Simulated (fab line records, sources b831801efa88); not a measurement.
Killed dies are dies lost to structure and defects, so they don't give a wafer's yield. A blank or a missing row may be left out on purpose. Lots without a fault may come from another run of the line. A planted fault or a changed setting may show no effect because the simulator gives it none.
fab line records | flow sky130 | part 2 of 2: steps 29 to 35 of 35
record lots=5 wafers=15 last_day=50
route steps=708 shown VIA1@470 METAL2@483
lots that met no fault: from a run of the same line without faults
start_h: hours from the record's first day to the start of the lot's first wafer shown | wait_h: hours since the lot's step before | " the same as in the row above | L1.1+2: a row that stands for several wafers | - no value, or no start given | * or withheld: withheld | < > ~ a bound
route shown NAME@n: a module of which the file shows steps, and the number in the route of the first | usual: mean/standard deviation of fault-free wafers | same: alike in all rows | chamber/n: place in a boat | sites: the reading at each site | _std_site: their standard deviation | _edge_site: outer sites' mean less inner sites' | radius_mm: how far each site lies from the wafer's centre | mask NAME#n: copy n | behind: the tool/chamber that last shaped the wafer | hold: why the lot was held/for how many hours/how that ended | device: the transistor (n, p or np) that didn't switch | end of line: the same wafers' tests at the end of the route | a step without rows: its recipe alone | killed: dies lost to structure and defects at the first sort, not the wafer's yield | map: a wafer's dies, x killed, . not, _ none there
set.NAME: the setting as run; set.NAME@STEP: as run at that earlier step | model.NAME: the simulator's own value behind a step, which no gauge read
lots at some steps of the route; a table a step, a row a wafer
services: from which hour (start_h, from the record's first day; less than 0 if before it) a tool's chamber was out of use, for how many hours, and why
## steps
# step SKY_METAL2_CD_MEAS_15
# recipe target_cd_nm=140
# usual cd_nm=139.9/1.5
# columns lot.wafer tool chamber start_h wait_h cd_nm
L076.3 cd_sem-02 - 841.85 - 139.7
L076.4 " - " " 140.2
L076.5 " - " " 139.9
L083.1 cd_sem-02 - 887.52 - 137.1
L083.4 " - " " 139.3
L083.6 " - " " 138.3
L084.1 cd_sem-02 - 900.52 - 141.3
L084.3 " - " " 140.8
L084.6 " - " " 140.2
L090.1 cd_sem-01 - 944.72 - 142.0
L090.2 " - " " 140.1
L090.3 " - " " 141.4
L093.3 cd_sem-02 - 977.86 - 138.5
L093.4 " - " " 137.6
L093.5 " - " " 140.1
# step SKY_METAL2_OVL_MEAS_16
# usual METAL2_OVL=4/5
# columns lot.wafer tool chamber start_h wait_h METAL2_OVL[nm]
L076.3 overlay-01 - 841.94 0.1 10
L076.4 " - " " 8
L076.5 " - " " 11
L083.1 overlay-01 - 887.64 0.1 11
L083.4 " - " " -1
L083.6 " - " " 1
L084.1 overlay-01 - 900.64 0.1 2
L084.3 " - " " 0
L084.6 " - " " 4
L090.1 overlay-01 - 944.84 0.1 7
L090.2 " - " " 6
L090.3 " - " " 9
L093.3 overlay-02 - 977.95 0.1 -2
L093.4 " - " " 11
L093.5 " - " " 0
# step SKY_METAL2_DESCUM_17
# recipe chemistry=O2 source_power_w=150 bias_power_w=0 pressure_mtorr=10 temp_c=40 time_s=8
# usual drypump_motor_current_A=5.8/0.53 oes_product_au=1.007/0.0079 rf_fwd_power_W=146.5/0.55
# columns lot.wafer tool chamber start_h wait_h drypump_motor_current_A oes_product_au rf_fwd_power_W rf_hours_counter_h
L076.3 rie_metal-02 0 841.97 0.0 5.9 1.001 146.1 -
L076.4 " 1 " " 6.3 1.002 146.1 -
L076.5 " 0 " " 5.9 0.999 145.4 -
L083.1 rie_metal-03 0 887.67 0.0 5.0 1.008 147.4 5
L083.4 " 0 " " 5.0 1.008 147.5 -
L083.6 " 1 " " 5.1 1.004 146.3 -
L084.1 rie_metal-02 1 900.68 0.0 6.3 1.019 146.5 11
L084.3 " 1 " " 6.3 1.020 147.0 -
L084.6 " 0 " " 5.9 1.003 147.0 -
L090.1 rie_metal-02 0 944.88 0.0 5.9 0.999 146.0 19
L090.2 " 1 " " 6.3 1.017 146.9 13
L090.3 " 0 " " 5.9 1.002 145.6 -
L093.3 rie_metal-03 1 977.99 0.0 5.1 0.999 145.6 -
L093.4 " 0 " " 5.0 1.005 148.1 -
L093.5 " 1 " " 5.1 1.001 145.9 -
# step SKY_METAL2_ETCH_18
# recipe chemistry=N2/H2 target=BARC ion_energy_ev=200 bias_w=100 pressure_mtorr=30 n2_flow_sccm=100 h2_flow_sccm=200 icp_w=500 stop_on=SiO2 time_s=45.9 target_depth_a=600
# usual drypump_motor_current_A=5.8/0.53 oes_product_au=0.855/0.0052 rf_fwd_power_W=494.0/1.8 throttle_valve_pct=13.225/0.0098
# columns lot.wafer tool chamber start_h wait_h drypump_motor_current_A oes_product_au rf_fwd_power_W rf_hours_counter_h throttle_valve_pct
L076.3 rie_metal-02 0 842.02 0.0 5.9 0.860 493.5 - 13.211
L076.4 " 1 " " 6.3 0.858 493.3 - 13.224
L076.5 " 0 " " 5.9 0.852 494.4 - 13.213
L083.1 rie_metal-03 0 887.71 0.0 5.0 0.865 496.4 5 13.223
L083.4 " 0 " " 5.0 0.857 496.2 - 13.217
L083.6 " 1 " " 5.1 0.860 497.0 - 13.209
L084.1 rie_metal-02 1 900.71 0.0 6.3 0.854 493.7 11 13.231
L084.3 " 1 " " 6.3 0.859 494.5 - 13.227
L084.6 " 0 " " 5.9 0.850 493.7 - 13.225
L090.1 rie_metal-02 0 944.91 0.0 5.9 0.853 492.0 19 13.224
L090.2 " 1 " " 6.3 0.850 495.1 13 13.240
L090.3 " 0 " " 5.9 0.866 494.0 - 13.226
L093.3 rie_metal-03 1 978.03 0.0 5.1 0.853 493.3 - 13.226
L093.4 " 0 " " 4.9 0.861 495.8 - 13.229
L093.5 " 1 " " 5.1 0.847 493.9 - 13.204
# step SKY_METAL2_METAL_ETCH_19
# recipe target_depth_a=3600 stop_on=SiO2 over_etch_frac=0.3 time_s=78 chemistry=Cl2/BCl3 resist_sidewall_deg=88 pressure_mtorr=10 icp_w=900 bias_w=48.5 Cl2_flow_sccm=60 bcl3_flow_sccm=30
# usual drypump_motor_current_A=5.8/0.53 oes_product_au=0.856/0.0055 rf_fwd_power_W=892/3.1 throttle_valve_pct=22.264/0.01
# columns lot.wafer tool chamber start_h wait_h drypump_motor_current_A oes_product_au rf_fwd_power_W rf_hours_counter_h throttle_valve_pct
L076.3 rie_metal-02 0 842.09 0.1 5.9 0.845 890 - 22.260
L076.4 " 1 " " 6.3 0.858 898 - 22.256
L076.5 " 0 " " 5.9 0.855 892 - 22.249
L083.1 rie_metal-03 0 887.77 0.0 5.0 0.847 891 5 22.276
L083.4 " 0 " " 5.0 0.847 893 - 22.252
L083.6 " 1 " " 5.1 0.853 886 - 22.255
L084.1 rie_metal-02 1 900.77 0.0 6.3 0.855 895 11 22.259
L084.3 " 1 " " 6.3 0.853 893 - 22.247
L084.6 " 0 " " 5.9 0.862 890 - 22.253
L090.1 rie_metal-02 0 944.97 0.0 5.9 0.857 889 19 22.286
L090.2 " 1 " " 6.3 0.857 896 13 22.258
L090.3 " 0 " " 5.9 0.857 889 - 22.269
L093.3 rie_metal-03 1 978.10 0.1 5.1 0.850 888 - 22.250
L093.4 " 0 " " 4.9 0.865 896 - 22.251
L093.5 " 1 " " 5.1 0.850 889 - 22.276
# step SKY_METAL2_STRIP_20
# recipe chemistry=O2/N2 power_w=1400 pressure_mtorr=1500 platen_temp_c=withheld o2_flow_sccm=3000 n2_flow_sccm=300 overash_fraction=0.5
# usual drypump_motor_current_A=6.0/0.5 oes_product_au=0.342/0.0047 strip_time_to_endpoint_s=2.66/0.034
# columns lot.wafer tool chamber start_h wait_h drypump_motor_current_A oes_product_au rf_hours_counter_h strip_time_to_endpoint_s
L076.3 plasma_asher-04 0 842.18 0.1 5.6 0.347 - 2.70
L076.4 " 1 " " 5.2 0.341 - 2.66
L076.5 " 1 " " 5.2 0.344 - 2.72
L083.1 plasma_asher-04 1 887.86 0.1 5.2 0.340 77 2.67
L083.4 " 1 " " 5.2 0.336 - 2.66
L083.6 " 0 " " 5.6 0.339 - 2.62
L084.1 plasma_asher-01 1 900.86 0.1 6.6 0.343 110 2.64
L084.3 " 1 " " 6.6 0.339 - 2.66
L084.6 " 0 " " 6.5 0.343 - 2.68
L090.1 plasma_asher-03 1 945.06 0.1 5.7 0.343 50 2.67
L090.2 " 0 " " 5.6 0.347 50 2.62
L090.3 " 0 " " 5.6 0.351 - 2.69
L093.3 plasma_asher-03 1 978.19 0.1 5.7 0.343 - 2.64
L093.4 " 0 " " 5.6 0.346 - 2.64
L093.5 " 0 " " 5.6 0.345 - 2.64
# step SKY_METAL2_STRIP_21
# recipe chemistry=post_etch_residue_remover time_s=1200 temp_c=72.5
# usual bath_guard_temp_C=72.3/0.67
# columns lot.wafer tool chamber start_h wait_h bath_guard_temp_C
L076.3 wet_bench-01 1 842.25 0.0 73.2
L076.4 " 1 " " 73.3
L076.5 " 1 " " 73.0
L083.1 wet_bench-03 3 887.96 0.1 72.6
L083.4 " 3 " " 72.3
L083.6 " 3 " " 72.3
L084.1 wet_bench-03 0 900.96 0.1 71.4
L084.3 " 0 " " 71.9
L084.6 " 0 " " 71.6
L090.1 wet_bench-03 2 945.16 0.1 71.6
L090.2 " 2 " " 71.6
L090.3 " 2 " " 72.1
L093.3 wet_bench-03 1 978.26 0.0 73.5
L093.4 " 1 " " 73.2
L093.5 " 1 " " 73.3
## services
# columns tool chamber start_h hours kind
pvd_sputter-02 - 806.54 1.6 repair
krf_scanner-01 - 807.06 0.8 pm
wet_bench-03 - 818.57 2.8 repair
plasma_asher-02 - 821.24 12.2 pm
rie_metal-03 0 822.57 13.1 repair
rie_diel-03 1 843.60 13.1 repair
rie_metal-03 0 843.74 5.0 repair
rie_metal-03 - 856.31 2.8 pm
plasma_asher-01 - 858.36 3.5 repair
krf_scanner-01 - 865.38 5.8 repair
krf_scanner-01 - 866.25 0.7 repair
krf_scanner-01 - 887.73 4.0 pm
rie_diel-03 - 898.55 4.2 repair
cvd_w-02 - 904.00 14.0 pm
cmp-01 - 912.00 4.0 pm
pvd_sputter-01 - 912.02 5.0 repair
krf_scanner-01 - 918.87 0.5 repair
krf_scanner-01 - 940.43 0.3 repair
rie_metal-02 - 956.76 1.4 pm
pvd_sputter-01 - 962.70 3.1 repair
rie_diel-03 0 964.45 6.0 repair
rie_diel-03 1 968.94 7.9 repair
rie_metal-02 0 969.84 10.9 repair
rie_diel-03 3 971.46 3.1 repair
